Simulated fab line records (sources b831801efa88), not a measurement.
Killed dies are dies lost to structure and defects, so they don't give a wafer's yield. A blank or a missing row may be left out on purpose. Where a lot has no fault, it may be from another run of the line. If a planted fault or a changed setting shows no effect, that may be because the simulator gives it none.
One fault seen from 2 desks / flow gf180mcu / what lay behind the numbers comes last; until then each desk has only its own

## FROM THE METROLOGY DESK
Means of the sampled wafers that have a number, per lot and without regard to the tool the lot ran on: this is what the gauges read. Any lot whose mean is over 4 standard deviations away from the usual mean is out of limits and marked OUT; that distance is given in the brackets.
Columns: A = M1_ALCU_THK at GF_M1_THK_MEAS_06, usual 448 nm; B = M1_OVL at GF_M1_OVL_MEAS_15, usual -7 nm
lot=L221; first seen here=day 16 15:14; A=447; B=-6
lot=L222; first seen here=day 16 21:40; A=453; B=-7
lot=L228; first seen here=day 20 03:40; A=447; B=-8
lot=L231; first seen here=day 20 23:43; A=449; B=-16
lot=L234; first seen here=day 21 14:44; A=454; B=-8
lot=L233; first seen here=day 21 21:28; A=446; B=-6
lot=L235; first seen here=day 22 02:46; A=443; B=9
lot=L237; first seen here=day 22 15:59; A=454; B=-7
lot=L236; first seen here=day 22 17:41; A=451; B=-7
lot=L238; first seen here=day 23 10:37; A=456; B=-7
lot=L239; first seen here=day 23 13:19; A=448; B=-5
lot=L240; first seen here=day 23 15:44; A=450; B=-3
Result from this desk: across the 12 lots, nothing is out of limits.

## FOR THE TOOL OWNER'S DESK: pvdSputter-01
The tool's own readings at GF_M1_SPUTTER_04 (material TiN, target thk 50 nm, time 41.7 s): means of the sampled wafers that have a number, for each lot that ran on this tool. Any lot whose mean is over 4 standard deviations away from the usual mean is out of limits and marked OUT; that distance is given in the brackets.
Columns: A = cathodeDcPowerW at GF_M1_SPUTTER_04, usual 6500.0 W; B = throttleValvePct at GF_M1_SPUTTER_04, usual 29.6 %
lot=L221; first seen here=day 16 15:03; A=6501.3; B=29.7
lot=L222; first seen here=day 16 21:29; A=5976.5 (-99 or more) OUT; B=29.4
lot=L228; first seen here=day 20 03:30; A=6500.0; B=28.5
lot=L235; first seen here=day 22 02:34; A=6500.3; B=27.9
lot=L237; first seen here=day 22 15:48; A=6500.1; B=28.9
lot=L240; first seen here=day 23 15:33; A=6499.2; B=29.5
This desk's verdict: out of limits on L222, starting with L222 at day 16 21:29 (cathodeDcPowerW at GF_M1_SPUTTER_04). L221, L228, L235, L237, L240: within limits.

## BROUGHT TOGETHER
On L222, at day 16 21:29, an alarm was possible from the tool owner's desk.
From the metrology desk's view, nothing was out of limits.
The metrology desk has L222 on record, within its limits.
Every lot named ran GF_M1_SPUTTER_04 on pvdSputter-01.

## WHAT THE SIMULATOR HAD PUT IN
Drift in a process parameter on pvdSputter-01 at GF_M1_SPUTTER_04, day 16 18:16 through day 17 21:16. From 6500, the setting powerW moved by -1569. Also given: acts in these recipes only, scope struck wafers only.
Struck lots among those shown: L222.
Delay in hours, fault start to first out-of-limits reading, by desk: the tool owner's desk at 3.
